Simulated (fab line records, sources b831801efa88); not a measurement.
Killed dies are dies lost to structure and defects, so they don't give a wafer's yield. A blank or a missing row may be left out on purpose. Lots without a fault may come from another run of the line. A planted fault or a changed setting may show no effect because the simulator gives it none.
Which tool did it? | flow sky130 | 11 lots, 33 wafers sampled, at 4 steps of a route of 708

WHAT THE GAUGES READ, wafer by wafer
SKY_SD_N_RS_MEAS_16: measures by four-point-probe.
lot  | measured     | on            | SD_N_RS (ohm/sq)
L188 | day 29 16:56 | film_metro-02 | 68.43 68.40 68.20
L189 | day 30 16:34 | film_metro-04 | 68.39 68.40 68.50
L192 | day 31 04:08 | film_metro-02 | 68.77 68.64 68.59
L194 | day 31 16:15 | film_metro-02 | 68.63 68.62 68.59
L195 | day 32 01:14 | film_metro-02 | 68.41 68.55 68.33
L197 | day 32 12:15 | film_metro-04 | 68.39 68.53 68.48
L200 | day 33 14:50 | film_metro-02 | 68.55 68.42 68.43
L202 | day 34 01:41 | film_metro-04 | 69.25 69.12 69.00
L203 | day 34 06:29 | film_metro-04 | 69.19 69.00 69.18
L204 | day 34 11:33 | film_metro-04 | 68.47 68.59 68.55
L205 | day 35 03:06 | film_metro-02 | 68.48 68.53 68.61

WHICH TOOL RAN EACH LOT (tool, then ch and the chambers of the sampled wafers, then the start)
lot  | SKY_SD_N_IMPLANT_09             | SKY_SD_N_STRIP_11                    | SKY_SD_N_RTA_14
L188 | implanter-01 ch 0, day 29 16:14 | plasma_asher-02 ch 0,1, day 29 16:32 | rtp_anneal-01 ch 0, day 29 16:46
L189 | implanter-01 ch 0, day 30 15:53 | plasma_asher-01 ch 0,1, day 30 16:10 | rtp_anneal-02 ch 0, day 30 16:22
L192 | implanter-02 ch 0, day 31 03:28 | plasma_asher-01 ch 0,1, day 31 03:44 | rtp_anneal-01 ch 0, day 31 03:58
L194 | implanter-02 ch 0, day 31 15:34 | plasma_asher-01 ch 0,1, day 31 15:52 | rtp_anneal-01 ch 0, day 31 16:05
L195 | implanter-02 ch 0, day 32 00:34 | plasma_asher-02 ch 0,1, day 32 00:50 | rtp_anneal-02 ch 0, day 32 01:04
L197 | implanter-03 ch 0, day 32 11:34 | plasma_asher-01 ch 0,1, day 32 11:52 | rtp_anneal-01 ch 0, day 32 12:04
L200 | implanter-01 ch 0, day 33 14:10 | plasma_asher-03 ch 0,1, day 33 14:28 | rtp_anneal-02 ch 0, day 33 14:40
L202 | implanter-02 ch 0, day 34 00:59 | plasma_asher-02 ch 0,1, day 34 01:17 | rtp_anneal-02 ch 0, day 34 01:31
L203 | implanter-02 ch 0, day 34 05:47 | plasma_asher-03 ch 0, day 34 06:05   | rtp_anneal-01 ch 0, day 34 06:19
L204 | implanter-01 ch 0, day 34 10:52 | plasma_asher-03 ch 0,1, day 34 11:10 | rtp_anneal-02 ch 0, day 34 11:22
L205 | implanter-03 ch 0, day 35 02:25 | plasma_asher-03 ch 0,1, day 35 02:43 | rtp_anneal-01 ch 0, day 35 02:56
- SKY_SD_N_IMPLANT_09
- SKY_SD_N_STRIP_11: strips in O2/N2.
- SKY_SD_N_RTA_14: time 2 s.

THE ANSWER, worked out from the rows above alone
Rule: what is usual is taken from the lots themselves. Put in order of their means at a reading, lots are off if they are a third of the lots or fewer, leave a main group of 4 or more, and stand apart from it by a gap of 3 or more times the standard deviation of the main group's means; of several such gaps the widest counts. A main group whose means are all the same, to the digits that the tables above print for the reading, isn't used. A lot without any number at a reading at which 4 lots or more have one is off too. The other lots that the step has rows for count as sound.
Off: L202, L203, at SKY_SD_N_RS_MEAS_16 (SD_N_RS). The main group: mean 68.50 ohm/sq, standard deviation 0.094.
A tool fits if, at a process step before that reading, it ran every lot that is off, and no sound lot after the first of them. The gauges at SKY_SD_N_RS_MEAS_16 are tried like those tools. One fits: implanter-02 at SKY_SD_N_IMPLANT_09. Its last sound lot is L195 (day 32 00:34), its first lot that is off L202 (day 34 00:59): a fault that began between those two fits.

WHAT THE SIMULATOR HAD PUT IN
Process parameter drift: implanter-02, from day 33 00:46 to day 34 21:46, at SKY_SD_N_IMPLANT_09. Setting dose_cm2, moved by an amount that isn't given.
Lots struck among those shown: L202, L203. The rule above found the same.
